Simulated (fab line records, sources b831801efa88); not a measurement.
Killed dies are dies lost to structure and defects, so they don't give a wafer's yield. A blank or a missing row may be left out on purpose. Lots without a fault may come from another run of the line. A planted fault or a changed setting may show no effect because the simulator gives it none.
A struck lot beside a sound one | flow sky130 | 16 steps out of a route of 708
Sound: wafers L750.2, L750.3, L750.4. Struck: wafers L754.4, L754.5, L754.6. The cause comes at the end.
At each step with rows: each side's tool, then ch and its chambers, then its first start. Under that, the readings that differ: sound wafers | struck wafers | difference of the means | sigmas: that difference in standard deviations of wafers without a fault.
alike: readings whose means differ by less than 2 such deviations, and words and numbers that are the same on both sides. not compared: withheld readings, readings that some wafer has no value for, bounds like >300 that may hide the same value, and numbers for which the record gives no deviation and whose values overlap.
The two part at a step that has a row with sigmas, a row that says differs or no value, or rows on one side only. Numbers that don't overlap but have no deviation are shown without sigmas and don't part them. A reading that every wafer of one side lacks parts them only if that side has two wafers or more.

first, 2 steps without rows for these wafers: SKY_VT_ADJUST_PCH_PEB_05; SKY_VT_ADJUST_PCH_DEVELOP_06 (develop time 60 s).
SKY_VT_ADJUST_PCH_OVL_MEAS_07:
  sound on overlay-02, day 10 11:41; struck on overlay-01, day 11 12:41
  alike: VT_ADJUST_PCH_OVL
then, 1 step without rows for these wafers: SKY_VT_ADJUST_PCH_IMPLANT_08.
SKY_VT_ADJUST_PCH_STRIP_09: strips in O2/N2.
  sound on plasma_asher-03 ch 0,1, day 10 11:52; struck on plasma_asher-03 ch 0,1, day 11 12:53
  alike: drypump_motor_current_A, n2_flow_sccm, oes_product_au, strip_time_to_endpoint_s
  not compared: rf_hours_counter_h
SKY_VT_ADJUST_PCH_TW_MEAS_10:
  sound on film_metro-04, day 10 11:58; struck on film_metro-03, day 11 12:59
  reading          | sound             | struck            | difference | sigmas
  VT_ADJUST_PCH_TW | 141.4 141.4 142.3 | 146.5 145.7 146.8 | +4.6       | +3
then, 6 steps without rows for these wafers: SKY_SONOS_TUNNEL_DEHYDRATE_00 (time 60 s); SKY_SONOS_TUNNEL_HMDS_01 (prime time 60 s); SKY_SONOS_TUNNEL_COAT_02 (resist thk 1140 nm); SKY_SONOS_TUNNEL_SOFTBAKE_03 (time 60 s); SKY_SONOS_TUNNEL_EXPOSE_04 (exposes mask TUNM, target cd 410 nm); SKY_SONOS_TUNNEL_PEB_05.
SKY_SONOS_TUNNEL_DEVELOP_06: develop time 60 s.
  sound on litho_track-02 ch 0, day 11 11:52; struck on litho_track-02 ch 0, day 12 13:55
  reading              | sound             | struck            | difference | sigmas
  developer_temp_C (C) | 23.06 23.03 23.03 | 20.66 20.71 20.62 | -2.38      | -24
  alike: exhaust_pa
SKY_SONOS_TUNNEL_CD_MEAS_07: target cd 410 nm.
  sound on cd_sem-01, day 11 12:01; struck on cd_sem-02, day 12 14:03
  reading    | sound             | struck            | difference | sigmas
  cd_nm (nm) | 411.3 411.1 412.8 | 420.3 417.6 418.5 | +7.1       | +3
SKY_SONOS_TUNNEL_OVL_MEAS_08:
  sound on overlay-01, day 11 12:07; struck on overlay-01, day 12 14:08
  alike: SONOS_TUNNEL_OVL
-- the record jumps here: 34 days lie between the struck wafers' starts before and after (it left off in module SONOS_TUNNEL and takes up again in module PAD_OPEN, whose first step shown is number 708 of the route) --
SKY_PAD_OPEN_PROBE_99:
  sound on prober-02, day 46 04:35; struck on prober-01, day 46 22:32
  alike: killed_at_M0_to_M3, killed_at_M4_up, killed_at_contacts, killed_at_front_end, killed_at_other, killed_dies, killed_open, killed_short

WHERE THEY PART
First at SKY_VT_ADJUST_PCH_TW_MEAS_10; last, within this record, at SKY_SONOS_TUNNEL_CD_MEAS_07. Later steps at which nothing parts them and some readings are alike: SKY_SONOS_TUNNEL_OVL_MEAS_08, SKY_PAD_OPEN_PROBE_99.

WHY: what the simulator had put in
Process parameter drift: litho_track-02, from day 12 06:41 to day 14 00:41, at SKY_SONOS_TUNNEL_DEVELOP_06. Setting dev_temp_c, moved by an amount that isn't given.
